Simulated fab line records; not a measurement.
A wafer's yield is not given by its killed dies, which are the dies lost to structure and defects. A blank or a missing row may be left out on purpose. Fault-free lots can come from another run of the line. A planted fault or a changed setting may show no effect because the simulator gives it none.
What tool caused it? || flow sky130 || 14 lots, 42 wafers sampled, at 3 steps of a route of 708

## WHAT EACH GAUGE READ, for each wafer
No reading from a measuring or inspecting step in the record can be judged against a usual standard deviation.

## WHAT TOOL EACH LOT RAN ON (gives the tool, then ch and the chambers of the sampled wafers, and finally the start)
{"lot": "L240", "SKY_CONTACT_ETCH_18": "rie_diel-02 ch 1,2, day 31 17:00", "SKY_CONTACT_STRIP_19": "plasma_asher-03 ch 0,1, day 31 17:38", "SKY_PAD_OPEN_PROBE_99": "-"}
{"lot": "L241", "SKY_CONTACT_ETCH_18": "rie_diel-04 ch 0,1,2, day 31 22:00", "SKY_CONTACT_STRIP_19": "plasma_asher-03 ch 0,1, day 31 22:41", "SKY_PAD_OPEN_PROBE_99": "-"}
{"lot": "L244", "SKY_CONTACT_ETCH_18": "rie_diel-03 ch 0,1,2, day 33 15:00", "SKY_CONTACT_STRIP_19": "plasma_asher-04 ch 0,1, day 33 15:41", "SKY_PAD_OPEN_PROBE_99": "-"}
{"lot": "L247", "SKY_CONTACT_ETCH_18": "rie_diel-02 ch 2,3, day 34 16:00", "SKY_CONTACT_STRIP_19": "plasma_asher-01 ch 0,1, day 34 16:41", "SKY_PAD_OPEN_PROBE_99": "prober-01, day 48 02:50"}
{"lot": "L248", "SKY_CONTACT_ETCH_18": "rie_diel-04 ch 1,2,3, day 34 21:00", "SKY_CONTACT_STRIP_19": "plasma_asher-01 ch 0,1, day 34 21:04", "SKY_PAD_OPEN_PROBE_99": "prober-02, day 48 06:17"}
{"lot": "L251", "SKY_CONTACT_ETCH_18": "rie_diel-02 ch 0,3, day 35 14:00", "SKY_CONTACT_STRIP_19": "plasma_asher-01 ch 0,1, day 35 14:06", "SKY_PAD_OPEN_PROBE_99": "prober-01, day 48 16:29"}
{"lot": "L249", "SKY_CONTACT_ETCH_18": "rie_diel-03 ch 0,1,2, day 35 16:00", "SKY_CONTACT_STRIP_19": "plasma_asher-04 ch 1, day 35 16:11", "SKY_PAD_OPEN_PROBE_99": "-"}
{"lot": "L254", "SKY_CONTACT_ETCH_18": "rie_diel-04 ch 0,1,2, day 36 12:00", "SKY_CONTACT_STRIP_19": "plasma_asher-03 ch 0,1, day 36 12:08", "SKY_PAD_OPEN_PROBE_99": "-"}
{"lot": "L257", "SKY_CONTACT_ETCH_18": "rie_diel-02 ch 2,3, day 36 21:00", "SKY_CONTACT_STRIP_19": "plasma_asher-01 ch 0,1, day 36 21:17", "SKY_PAD_OPEN_PROBE_99": "-"}
{"lot": "L258", "SKY_CONTACT_ETCH_18": "rie_diel-02 ch 0,1,3, day 37 07:00", "SKY_CONTACT_STRIP_19": "plasma_asher-01 ch 0,1, day 37 07:18", "SKY_PAD_OPEN_PROBE_99": "-"}
{"lot": "L259", "SKY_CONTACT_ETCH_18": "rie_diel-03 ch 0,1,2, day 37 19:00", "SKY_CONTACT_STRIP_19": "plasma_asher-04 ch 0,1, day 37 19:33", "SKY_PAD_OPEN_PROBE_99": "-"}
{"lot": "L260", "SKY_CONTACT_ETCH_18": "rie_diel-03 ch 0,1, day 38 13:00", "SKY_CONTACT_STRIP_19": "plasma_asher-03 ch 0,1, day 38 13:09", "SKY_PAD_OPEN_PROBE_99": "-"}
{"lot": "L262", "SKY_CONTACT_ETCH_18": "rie_diel-02 ch 1,3, day 38 14:00", "SKY_CONTACT_STRIP_19": "plasma_asher-04 ch 0,1, day 38 14:24", "SKY_PAD_OPEN_PROBE_99": "-"}
{"lot": "L263", "SKY_CONTACT_ETCH_18": "rie_diel-02 ch 0,1, day 38 23:00", "SKY_CONTACT_STRIP_19": "plasma_asher-01 ch 0,1, day 38 23:19", "SKY_PAD_OPEN_PROBE_99": "-"}
- SKY_CONTACT_ETCH_18: etches Si3N4 in CHF3/O2, stops on TiN, time 39 s, target depth 75 nm.
- SKY_CONTACT_STRIP_19: strips in O2/N2.
- SKY_PAD_OPEN_PROBE_99

## WHAT THE TOOLS THEMSELVES READ (means of the sampled wafers that have a number; where no wafer has one, the mark that the record gives instead)
SKY_CONTACT_ETCH_18. Usual: O2_flow_sccm 5.003 sccm, standard deviation 0.016; bias_w 200.0 W, standard deviation 0.61; drypump_motor_current_A 5.8 A, standard deviation 0.36; oes_product_au 0.855 a.u., standard deviation 0.0084; throttle_valve_pct 8.793 %, standard deviation 0.0086.
{"lot": "L240", "tool": "rie_diel-02", "O2_flow_sccm (sccm)": 4.989, "bias_w (W)": 199.7, "drypump_motor_current_A (A)": 6.2, "oes_product_au (a.u.)": 0.864, "throttle_valve_pct (%)": 8.805, "flag": ""}
{"lot": "L241", "tool": "rie_diel-04", "O2_flow_sccm (sccm)": 5.013, "bias_w (W)": 199.8, "drypump_motor_current_A (A)": 5.8, "oes_product_au (a.u.)": 0.858, "throttle_valve_pct (%)": 8.788, "flag": ""}
{"lot": "L244", "tool": "rie_diel-03", "O2_flow_sccm (sccm)": 5.005, "bias_w (W)": 199.9, "drypump_motor_current_A (A)": 5.8, "oes_product_au (a.u.)": 0.858, "throttle_valve_pct (%)": 8.792, "flag": ""}
{"lot": "L247", "tool": "rie_diel-02", "O2_flow_sccm (sccm)": "-", "bias_w (W)": "-", "drypump_motor_current_A (A)": "-", "oes_product_au (a.u.)": "-", "throttle_valve_pct (%)": "-", "flag": "OFF"}
{"lot": "L248", "tool": "rie_diel-04", "O2_flow_sccm (sccm)": "-", "bias_w (W)": "-", "drypump_motor_current_A (A)": "-", "oes_product_au (a.u.)": "-", "throttle_valve_pct (%)": "-", "flag": "OFF"}
{"lot": "L251", "tool": "rie_diel-02", "O2_flow_sccm (sccm)": "-", "bias_w (W)": "-", "drypump_motor_current_A (A)": "-", "oes_product_au (a.u.)": "-", "throttle_valve_pct (%)": "-", "flag": "OFF"}
{"lot": "L249", "tool": "rie_diel-03", "O2_flow_sccm (sccm)": 5.008, "bias_w (W)": 199.8, "drypump_motor_current_A (A)": 5.8, "oes_product_au (a.u.)": 0.853, "throttle_valve_pct (%)": 8.788, "flag": ""}
{"lot": "L254", "tool": "rie_diel-04", "O2_flow_sccm (sccm)": 5.004, "bias_w (W)": 200.5, "drypump_motor_current_A (A)": 5.8, "oes_product_au (a.u.)": 0.848, "throttle_valve_pct (%)": 8.794, "flag": ""}
{"lot": "L257", "tool": "rie_diel-02", "O2_flow_sccm (sccm)": 5.004, "bias_w (W)": 200.2, "drypump_motor_current_A (A)": 5.7, "oes_product_au (a.u.)": 0.856, "throttle_valve_pct (%)": 8.788, "flag": ""}
{"lot": "L258", "tool": "rie_diel-02", "O2_flow_sccm (sccm)": 5.003, "bias_w (W)": 199.5, "drypump_motor_current_A (A)": 5.7, "oes_product_au (a.u.)": 0.854, "throttle_valve_pct (%)": 8.787, "flag": ""}
{"lot": "L259", "tool": "rie_diel-03", "O2_flow_sccm (sccm)": 4.999, "bias_w (W)": 199.8, "drypump_motor_current_A (A)": 5.8, "oes_product_au (a.u.)": 0.854, "throttle_valve_pct (%)": 8.797, "flag": ""}
{"lot": "L260", "tool": "rie_diel-03", "O2_flow_sccm (sccm)": 5.005, "bias_w (W)": 200.2, "drypump_motor_current_A (A)": 5.6, "oes_product_au (a.u.)": 0.855, "throttle_valve_pct (%)": 8.798, "flag": ""}
{"lot": "L262", "tool": "rie_diel-02", "O2_flow_sccm (sccm)": 5.008, "bias_w (W)": 200.0, "drypump_motor_current_A (A)": 6.0, "oes_product_au (a.u.)": 0.853, "throttle_valve_pct (%)": 8.799, "flag": ""}
{"lot": "L263", "tool": "rie_diel-02", "O2_flow_sccm (sccm)": 5.010, "bias_w (W)": 200.1, "drypump_motor_current_A (A)": 5.9, "oes_product_au (a.u.)": 0.843, "throttle_valve_pct (%)": 8.789, "flag": ""}

SKY_CONTACT_STRIP_19. Usual: drypump_motor_current_A 5.7 A, standard deviation 0.34; oes_product_au 0.381 a.u., standard deviation 0.0046; strip_time_to_endpoint_s 3.61 s, standard deviation 0.03.
{"lot": "L240", "tool": "plasma_asher-03", "drypump_motor_current_A (A)": 5.9, "oes_product_au (a.u.)": 0.383, "strip_time_to_endpoint_s (s)": 3.64, "flag": ""}
{"lot": "L241", "tool": "plasma_asher-03", "drypump_motor_current_A (A)": 5.7, "oes_product_au (a.u.)": 0.374, "strip_time_to_endpoint_s (s)": 3.58, "flag": ""}
{"lot": "L244", "tool": "plasma_asher-04", "drypump_motor_current_A (A)": 5.7, "oes_product_au (a.u.)": 0.379, "strip_time_to_endpoint_s (s)": 3.62, "flag": ""}
{"lot": "L247", "tool": "plasma_asher-01", "drypump_motor_current_A (A)": 5.6, "oes_product_au (a.u.)": 0.415, "strip_time_to_endpoint_s (s)": 4.51, "flag": "OFF"}
{"lot": "L248", "tool": "plasma_asher-01", "drypump_motor_current_A (A)": 5.6, "oes_product_au (a.u.)": 0.416, "strip_time_to_endpoint_s (s)": 4.50, "flag": "OFF"}
{"lot": "L251", "tool": "plasma_asher-01", "drypump_motor_current_A (A)": 5.8, "oes_product_au (a.u.)": 0.418, "strip_time_to_endpoint_s (s)": 4.47, "flag": "OFF"}
{"lot": "L249", "tool": "plasma_asher-04", "drypump_motor_current_A (A)": 5.2, "oes_product_au (a.u.)": 0.376, "strip_time_to_endpoint_s (s)": 3.60, "flag": ""}
{"lot": "L254", "tool": "plasma_asher-03", "drypump_motor_current_A (A)": 5.7, "oes_product_au (a.u.)": 0.378, "strip_time_to_endpoint_s (s)": 3.59, "flag": ""}
{"lot": "L257", "tool": "plasma_asher-01", "drypump_motor_current_A (A)": 5.8, "oes_product_au (a.u.)": 0.378, "strip_time_to_endpoint_s (s)": 3.60, "flag": ""}
{"lot": "L258", "tool": "plasma_asher-01", "drypump_motor_current_A (A)": 5.8, "oes_product_au (a.u.)": 0.388, "strip_time_to_endpoint_s (s)": 3.62, "flag": ""}
{"lot": "L259", "tool": "plasma_asher-04", "drypump_motor_current_A (A)": 5.7, "oes_product_au (a.u.)": 0.378, "strip_time_to_endpoint_s (s)": 3.59, "flag": ""}
{"lot": "L260", "tool": "plasma_asher-03", "drypump_motor_current_A (A)": 5.8, "oes_product_au (a.u.)": 0.379, "strip_time_to_endpoint_s (s)": 3.61, "flag": ""}
{"lot": "L262", "tool": "plasma_asher-04", "drypump_motor_current_A (A)": 5.4, "oes_product_au (a.u.)": 0.381, "strip_time_to_endpoint_s (s)": 3.62, "flag": ""}
{"lot": "L263", "tool": "plasma_asher-01", "drypump_motor_current_A (A)": 5.8, "oes_product_au (a.u.)": 0.384, "strip_time_to_endpoint_s (s)": 3.63, "flag": ""}

SKY_PAD_OPEN_PROBE_99. Usual: killed_at_M0_to_M3 43, standard deviation 6.8; killed_at_M4_up 3.0, standard deviation 1.8; killed_at_contacts 23, standard deviation 5.4; killed_at_front_end 15, standard deviation 4.4; killed_at_other 0.3, standard deviation 0.51; killed_dies 85, standard deviation 9.2; killed_on_rim 17, standard deviation 3.7; killed_open 47, standard deviation 6.8; killed_short 39, standard deviation 6.8.
{"lot": "L247", "tool": "prober-01", "killed_at_M0_to_M3": 42, "killed_at_M4_up": 2.3, "killed_at_contacts": 437, "killed_at_front_end": 11, "killed_at_other": 0.3, "killed_dies": 492, "killed_on_rim": 96, "killed_open": 47, "killed_short": 34, "flag": "OFF"}
{"lot": "L248", "tool": "prober-02", "killed_at_M0_to_M3": 35, "killed_at_M4_up": 3.3, "killed_at_contacts": 439, "killed_at_front_end": 15, "killed_at_other": 0.0, "killed_dies": 492, "killed_on_rim": 96, "killed_open": 37, "killed_short": 36, "flag": "OFF"}
{"lot": "L251", "tool": "prober-01", "killed_at_M0_to_M3": 44, "killed_at_M4_up": 3.7, "killed_at_contacts": 428, "killed_at_front_end": 16, "killed_at_other": 0.3, "killed_dies": 492, "killed_on_rim": 96, "killed_open": 46, "killed_short": 38, "flag": "OFF"}

## THE ANSWER, worked out from the rows above alone
Rule: a lot counts as off when the mean over its wafers that have a number is more than 3 standard deviations away from the usual mean. Also off: a lot with no number at a reading for which 4 or more lots have one. Any other lot the step has rows for is counted as sound. Order of review: gauges by route order, followed by the tools' own readings, for which a lot's mean as printed above is used. At the first step where some lot is off, the reading lying furthest off is the one used; lots without a number count as furthest.
Off: L247, L248, L251, at SKY_CONTACT_ETCH_18 (O2_flow_sccm). Without a number there: L247, L248, L251.
A tool fits if, at that step or a process step before it, it ran every lot that is off, and no sound lot after the first of them. Of those tried, none fits.

## WHAT WAS PUT IN BY THE SIMULATOR
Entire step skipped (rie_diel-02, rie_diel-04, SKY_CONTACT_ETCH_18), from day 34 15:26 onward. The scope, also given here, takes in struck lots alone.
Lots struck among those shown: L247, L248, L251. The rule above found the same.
